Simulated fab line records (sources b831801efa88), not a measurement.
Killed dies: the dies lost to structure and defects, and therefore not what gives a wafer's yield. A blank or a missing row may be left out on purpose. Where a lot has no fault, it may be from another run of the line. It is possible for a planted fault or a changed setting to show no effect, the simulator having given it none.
fab line records	flow gf180mcu
[record] lots = 12	wafers = 36	lastDay = 34
route steps=602 shown STI@4 POLY_GATE@158 SAB@275
lots with no fault: from the same line, run without faults
startH: the number of hours between the record's first day and the start of the first shown wafer of the lot	waitH: hours since the lot's step before	" same as the row above	L1.1+2: one row covering several wafers at once	- value missing, or start not given	* or withheld: withheld	< > ~ a bound
route shown NAME@n: names a module that has steps shown in the file, with the first one's number in the route	usual: mean/standard deviation taken from wafers without a fault	same: alike in all rows	chamber/n: place in a boat	sites: readings site by site	_std_site: standard deviation of those values	_edge_site: the outer-site mean with the inner-site mean subtracted	radiusMm: how far each site lies from the wafer's centre	mask NAME#n: copy n	behind: the last tool/chamber to shape the wafer	hold: why the lot was held/for how many hours/how that ended	device: whichever transistor did not switch (one of n, p or np)	end of line: the route-end tests of the same wafers	a step given without rows: its recipe and nothing more	killed: dies that structure and defects cost at the first sort, which is not the same as the wafer's yield	map: shows each die of a wafer: x if killed, . if not, _ if none is there
set.NAME: the setting as run; set.NAME@STEP: as run at that earlier step	model.NAME: the simulator's own value behind a step, which no gauge read
a sample of lots followed through the steps of the route, with each step as a table and each wafer as a row
services: when a tool's chamber went out of use (startH, in hours from the record's first day, below 0 if earlier), for how many hours, and the reason
[[steps]]
[step GF_STI_CVD_03]
[recipe] material = Si3N4	precursor = DCS/NH3	targetThkNm = 207.16	tempC = 770	timeS = 3551	pressureMtorr = 250
[usual] pressureMtorr = 250.0/0.59	spikeTcBottomC = 790.2/2.5	spikeTcCentreC = 770.5/1.1	spikeTcLowerC = 769.5/1.1	spikeTcTopC = 785/4.1	spikeTcUpperC = 769.0/0.98	susceptorTempC = 769.98/0.29	zonePowerBottomPct = 20.1/1.8	zonePowerCentrePct = 13.2/0.63	zonePowerLowerPct = 12.8/0.36	zonePowerTopPct = 27.7/2.4
lot.wafer	tool	chamber	startH	waitH	pressureMtorr	spikeTcBottomC	spikeTcCentreC	spikeTcLowerC	spikeTcTopC	spikeTcUpperC	susceptorTempC	zonePowerBottomPct	zonePowerCentrePct	zonePowerLowerPct	zonePowerTopPct
L931.2	lpcvd-02	1	11.57	0.0	250.5	788.1	770.7	770.8	789	769.2	769.91	19.0	12.9	12.8	28.8
L931.4	"	1	"	"	250.0	786.4	770.3	770.1	790	768.5	769.90	18.8	12.9	12.6	28.7
L931.6	"	1	"	"	250.5	787.1	770.6	769.6	790	768.5	769.92	18.7	13.1	12.8	28.7
L933.3	lpcvd-01	1	22.10	0.0	250.1	789.8	772.6	770.0	786	769.3	770.31	22.1	13.2	12.5	29.9
L933.4	"	1	"	"	250.0	789.4	770.2	770.7	786	768.6	769.45	22.1	13.4	12.4	29.0
L933.6	"	1	"	"	249.7	789.2	772.7	770.5	788	769.5	770.22	22.1	12.9	12.2	29.4
L934.2	lpcvd-01	1	26.57	0.0	249.1	788.1	770.7	769.7	786	768.8	769.68	22.4	13.3	12.5	29.0
L934.4	"	1	"	"	249.0	790.8	769.4	768.9	785	768.4	770.03	22.2	13.4	12.3	29.8
L934.6	"	1	"	"	249.4	788.5	771.1	769.6	787	767.6	770.16	22.1	13.3	12.5	29.9
L935.1	lpcvd-02	0	31.57	0.1	248.8	793.6	769.9	769.3	780	768.0	770.24	18.2	14.1	13.2	23.5
L935.2	"	0	"	"	248.5	790.6	770.0	769.1	780	768.2	769.74	18.5	14.2	13.5	23.2
L935.6	"	0	"	"	248.9	791.3	771.2	768.5	779	768.4	769.53	18.4	14.2	13.3	23.2
L938.1	lpcvd-01	1	46.57	0.1	250.5	790.8	771.4	769.2	786	769.4	770.29	21.9	13.4	12.4	29.6
L938.2	"	1	"	"	250.3	792.5	772.0	769.6	786	767.6	770.37	22.3	13.2	12.5	29.7
L938.3	"	1	"	"	250.2	790.4	770.6	768.8	786	769.1	770.37	22.1	13.2	12.5	29.9
L946.2	lpcvd-02	1	86.57	0.0	250.3	787.4	771.3	769.7	789	769.4	770.03	18.9	12.9	13.1	28.4
L946.3	"	1	"	"	250.1	787.3	769.4	769.7	791	767.1	769.97	18.6	12.9	12.7	28.9
L946.4	"	1	"	"	249.8	787.9	772.4	770.1	791	769.7	770.15	18.6	13.1	12.7	29.1
L947.1	lpcvd-01	0	92.43	0.1	249.3	883.9	863.3	860.3	873	861.9	861.18	28.4	15.3	16.1	34.5
L947.3	"	0	"	"	249.8	884.0	862.0	859.8	874	860.5	861.48	28.5	15.4	16.2	35.0
L947.6	"	0	"	"	249.4	883.4	860.8	861.9	872	860.0	861.15	28.1	15.4	16.0	34.6
L948.3	lpcvd-02	0	96.57	0.0	250.0	793.8	768.4	768.1	781	767.4	769.79	18.4	14.3	13.3	23.3
L948.5	"	0	"	"	249.8	791.2	770.4	769.0	780	768.2	769.70	18.7	14.4	13.3	23.4
L948.6	"	0	"	"	249.9	791.8	771.0	768.4	778	769.1	770.01	18.4	14.3	13.3	23.5
L950.1	lpcvd-01	0	106.57	0.1	249.9	885.0	862.2	861.6	873	861.2	861.72	28.3	15.2	15.8	34.3
L950.3	"	0	"	"	250.4	883.1	862.2	860.1	873	861.7	861.63	27.8	15.4	16.0	34.5
L950.5	"	0	"	"	250.9	884.0	865.0	861.6	873	859.9	861.59	28.0	15.6	16.0	34.6
L952.3	lpcvd-01	1	117.40	0.0	250.0	788.9	772.0	769.0	787	770.8	770.11	21.9	13.1	12.4	29.3
L952.5	"	1	"	"	250.1	789.3	772.5	771.0	787	770.4	769.99	22.1	13.3	12.4	29.2
L952.6	"	1	"	"	249.4	789.2	771.3	768.2	787	769.4	769.66	21.9	13.4	12.3	29.5
L953.2	lpcvd-01	1	121.57	0.0	249.9	790.4	770.9	770.5	784	767.5	769.88	22.2	13.3	12.5	28.9
L953.4	"	1	"	"	249.7	790.9	771.3	768.8	785	768.3	769.93	22.4	13.2	12.7	28.9
L953.6	"	1	"	"	250.7	789.7	770.0	770.2	787	769.0	770.19	22.2	13.1	12.4	29.7
L954.2	lpcvd-02	0	128.16	0.0	250.2	793.6	769.4	770.7	780	768.3	770.01	18.4	14.2	13.1	23.6
L954.3	"	0	"	"	250.1	793.5	770.2	769.1	778	770.3	769.28	18.4	14.3	13.5	23.6
L954.6	"	0	"	"	249.0	791.3	767.4	768.2	780	769.9	769.65	18.7	14.2	13.5	23.2
[step GF_STI_THK_MEAS_04]
[recipe] reads = Si3N4_of_STI_CVD_03
[usual] STI_CVD_03_THK = 205.9/2.5
lot.wafer	tool	chamber	startH	waitH	hold	STI_CVD_03_THK[nm]
L931.2	filmMetro-02	-	14.56	0.0	-	204.4
L931.4	"	-	"	"	-	206.0
L931.6	"	-	"	"	-	204.5
L933.3	filmMetro-01	-	24.10	0.0	-	206.5
L933.4	"	-	"	"	-	207.3
L933.6	"	-	"	"	-	205.9
L934.2	filmMetro-04	-	28.57	0.0	-	208.9
L934.4	"	-	"	"	-	210.2
L934.6	"	-	"	"	-	211.4
L935.1	filmMetro-04	-	33.56	0.0	-	209.9
L935.2	"	-	"	"	-	209.1
L935.6	"	-	"	"	-	211.5
L938.1	filmMetro-02	-	48.56	0.0	-	208.6
L938.2	"	-	"	"	-	208.4
L938.3	"	-	"	"	-	209.3
L946.2	filmMetro-01	-	88.57	0.0	-	205.7
L946.3	"	-	"	"	-	205.9
L946.4	"	-	"	"	-	204.3
L947.1	filmMetro-04	-	94.41	0.0	awaitDispo/0.2h/release	363.1
L947.3	"	-	"	"	awaitDispo/0.2h/release	362.5
L947.6	"	-	"	"	awaitDispo/0.2h/release	362.5
L947.1	filmMetro-04	-	94.64	0.2	-	363.1
L947.3	"	-	"	"	-	362.4
L947.6	"	-	"	"	-	362.5
L948.3	filmMetro-01	-	98.58	0.0	-	205.2
L948.5	"	-	"	"	-	206.4
L948.6	"	-	"	"	-	204.6
L950.1	filmMetro-02	-	108.56	0.0	awaitDispo/0.2h/release	362.2
L950.3	"	-	"	"	awaitDispo/0.2h/release	362.8
L950.5	"	-	"	"	awaitDispo/0.2h/release	363.8
L950.1	filmMetro-02	-	108.79	0.2	-	361.9
L950.3	"	-	"	"	-	363.0
L950.5	"	-	"	"	-	363.5
L952.3	filmMetro-04	-	119.41	0.0	-	206.2
L952.5	"	-	"	"	-	205.1
L952.6	"	-	"	"	-	207.9
L953.2	filmMetro-04	-	123.57	0.0	-	203.2
L953.4	"	-	"	"	-	205.0
L953.6	"	-	"	"	-	206.0
L954.2	filmMetro-04	-	130.15	0.0	-	203.6
L954.3	"	-	"	"	-	203.3
L954.6	"	-	"	"	-	204.1
[step GF_STI_CD_MEAS_12]
[recipe] targetCdNm = 220
[usual] cdNm = 220.4/1.1
lot.wafer	tool	chamber	startH	waitH	cdNm
L931.2	cdSem-02	-	25.28	0.1	221.2
L931.4	"	-	"	"	221.5
L931.6	"	-	"	"	220.5
L933.3	cdSem-02	-	36.20	0.1	218.3
L933.4	"	-	"	"	218.0
L933.6	"	-	"	"	220.0
L934.2	cdSem-02	-	40.08	0.1	223.5
L934.4	"	-	"	"	221.5
L934.6	"	-	"	"	220.9
L935.1	cdSem-01	-	45.38	0.1	221.0
L935.2	"	-	"	"	221.0
L935.6	"	-	"	"	220.3
L938.1	cdSem-02	-	61.78	0.1	220.8
L938.2	"	-	"	"	220.8
L938.3	"	-	"	"	221.6
L946.2	cdSem-02	-	102.85	0.1	221.0
L946.3	"	-	"	"	219.8
L946.4	"	-	"	"	219.1
L948.3	cdSem-01	-	113.69	0.1	220.8
L948.5	"	-	"	"	220.4
L948.6	"	-	"	"	219.6
L952.3	cdSem-01	-	134.59	0.1	219.7
L952.5	"	-	"	"	218.3
L952.6	"	-	"	"	219.0
L953.2	cdSem-01	-	139.12	0.1	218.2
L953.4	"	-	"	"	218.6
L953.6	"	-	"	"	219.0
L954.2	cdSem-01	-	145.15	0.1	218.0
L954.3	"	-	"	"	219.3
L954.6	"	-	"	"	219.9
[step GF_POLY_GATE_THK_MEAS_01]
[recipe] reads = poly-Si_of_POLY_GATE_CVD_00
[usual] POLY_GATE_CVD_00_THK = 199.4/2.1
lot.wafer	tool	chamber	startH	waitH	POLY_GATE_CVD_00_THK[nm]
L931.2	filmMetro-02	-	182.85	0.0	197.5
L931.4	"	-	"	"	198.4
L931.6	"	-	"	"	197.8
L933.3	filmMetro-04	-	197.61	0.0	196.5
L933.4	"	-	"	"	195.6
L933.6	"	-	"	"	196.2
L934.2	filmMetro-02	-	205.77	0.0	200.1
L934.4	"	-	"	"	202.5
L934.6	"	-	"	"	200.4
L935.1	filmMetro-04	-	210.31	0.0	199.8
L935.2	"	-	"	"	196.8
L935.6	"	-	"	"	198.5
L938.1	filmMetro-02	-	227.60	0.0	196.3
L938.2	"	-	"	"	195.1
L938.3	"	-	"	"	195.3
L946.2	filmMetro-02	-	289.47	0.0	196.6
L946.3	"	-	"	"	197.2
L946.4	"	-	"	"	197.3
L948.3	filmMetro-02	-	301.25	0.0	200.9
L948.5	"	-	"	"	201.5
L948.6	"	-	"	"	203.1
L952.3	filmMetro-03	-	321.29	0.0	199.4
L952.5	"	-	"	"	201.1
L952.6	"	-	"	"	199.1
L953.2	filmMetro-03	-	329.40	0.0	195.4
L953.4	"	-	"	"	194.4
L953.6	"	-	"	"	196.4
L954.2	filmMetro-03	-	340.10	0.0	199.0
L954.3	"	-	"	"	198.3
L954.6	"	-	"	"	200.9
[step GF_SAB_ETCH_11]
[recipe] chemistry = C4F8/O2/Ar	maskMaterial = NOVOLAK	target = SiO2	targetDepthNm = 55	sourceW = 1500	biasW = 1200	pressureMtorr = 40	c4f8FlowSccm = withheld	O2_flow_sccm = 6	Ar_flow_sccm = 300	timeS = 8.5
[usual] oesProductAu = 0.999/0.014
lot.wafer	tool	chamber	startH	waitH	oesProductAu	rfHoursCounterH
L931.2	rieDiel-04	2	340.53	0.0	0.995	49
L931.4	"	2	"	"	0.991	-
L931.6	"	3	"	"	1.021	-
L933.3	rieDiel-04	2	358.96	0.0	1.002	49
L933.4	"	0	"	"	0.997	75
L933.6	"	1	"	"	0.986	-
L934.2	rieDiel-02	0	370.31	0.0	0.978	2
L934.4	"	1	"	"	1.023	11
L934.6	"	2	"	"	1.000	-
L935.1	rieDiel-04	0	375.48	0.0	0.986	75
L935.2	"	3	"	"	1.015	4
L935.6	"	2	"	"	0.997	-
L938.1	rieDiel-02	0	399.31	0.0	0.983	3
L938.2	"	3	"	"	1.002	5
L938.3	"	2	"	"	1.000	4
L946.2	rieDiel-03	2	475.26	0.0	1.015	36
L946.3	"	3	"	"	1.014	54
L946.4	"	1	"	"	1.007	31
L948.3	rieDiel-04	1	490.43	0.0	0.983	91
L948.5	"	2	"	"	0.992	-
L948.6	"	3	"	"	0.991	-
L952.3	rieDiel-02	1	512.95	0.0	1.025	12
L952.5	"	1	"	"	1.019	-
L952.6	"	2	"	"	1.002	-
L953.2	rieDiel-02	2	521.51	0.0	1.009	7
L953.4	"	1	"	"	1.021	13
L953.6	"	0	"	"	0.996	-
L954.2	rieDiel-02	1	533.20	0.0	1.021	13
L954.3	"	3	"	"	1.009	8
L954.6	"	1	"	"	1.022	-
[[services]]
tool	chamber	startH	hours	kind
rieDiel-04	3	-2.90	6.0	repair
rieDiel-03	0	7.01	2.0	repair
rieDiel-03	1	11.26	4.2	repair
rieDiel-03	2	13.08	4.9	repair
rieDiel-03	1	32.99	4.1	repair
rieDiel-02	1	36.02	7.0	repair
rieDiel-03	3	103.41	15.7	repair
lpcvd-01	-	110.16	2.8	pm
rieDiel-04	2	163.68	15.9	repair
rieDiel-02	3	219.82	20.4	repair
rieDiel-04	3	222.31	7.7	repair
rieDiel-03	-	229.42	0.4	repair
rieDiel-02	-	233.13	2.8	pm
rieDiel-04	1	339.40	2.5	repair
rieDiel-02	2	370.46	6.6	repair
rieDiel-02	1	370.92	59.5	repair
rieDiel-04	1	372.42	3.2	repair
rieDiel-02	2	389.52	4.4	repair
rieDiel-04	-	427.13	28.1	pm
rieDiel-02	0	453.73	7.3	repair
lpcvd-01	-	466.94	28.1	pm
rieDiel-04	-	513.26	2.8	pm
rieDiel-04	2	520.77	5.5	repair
lpcvd-02	-	531.96	0.6	repair
[[key]]
[firstSign] step = GF_STI_CVD_03	reading = susceptorTempC	direction = up	sigmas = 99+	usual = *	struck = *
[effect] step = GF_STI_CVD_03	reading = spikeTcUpperC	direction = up	sigmas = 94	usual = 769.0	struck = 860.9
[effect] step = GF_STI_THK_MEAS_04	reading = visit	direction = added
[effect] step = GF_STI_THK_MEAS_04	reading = STI_CVD_03_THK	direction = up	sigmas = 62	usual = 205.9	struck = 362.8
metAt GF_STI_CVD_03
struckLots L947,L950
struckWafers L947.1,L947.3,L947.6,L950.1,L950.3,L950.5
scrappedBehind GF_STI_THK_MEAS_04 L947.1,L947.3,L947.6,L950.1,L950.3,L950.5
notActingAt GF_STI_CD_MEAS_12,GF_POLY_GATE_THK_MEAS_01,GF_SAB_ETCH_11
[fault] kind = processParameterDrift	tool = lpcvd-01	chamber = 0	onsetH = 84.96	steps = GF_STI_CVD_03	channel = tempC	offset = *	shape = step	endH = 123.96	actsIn = *	stated = *
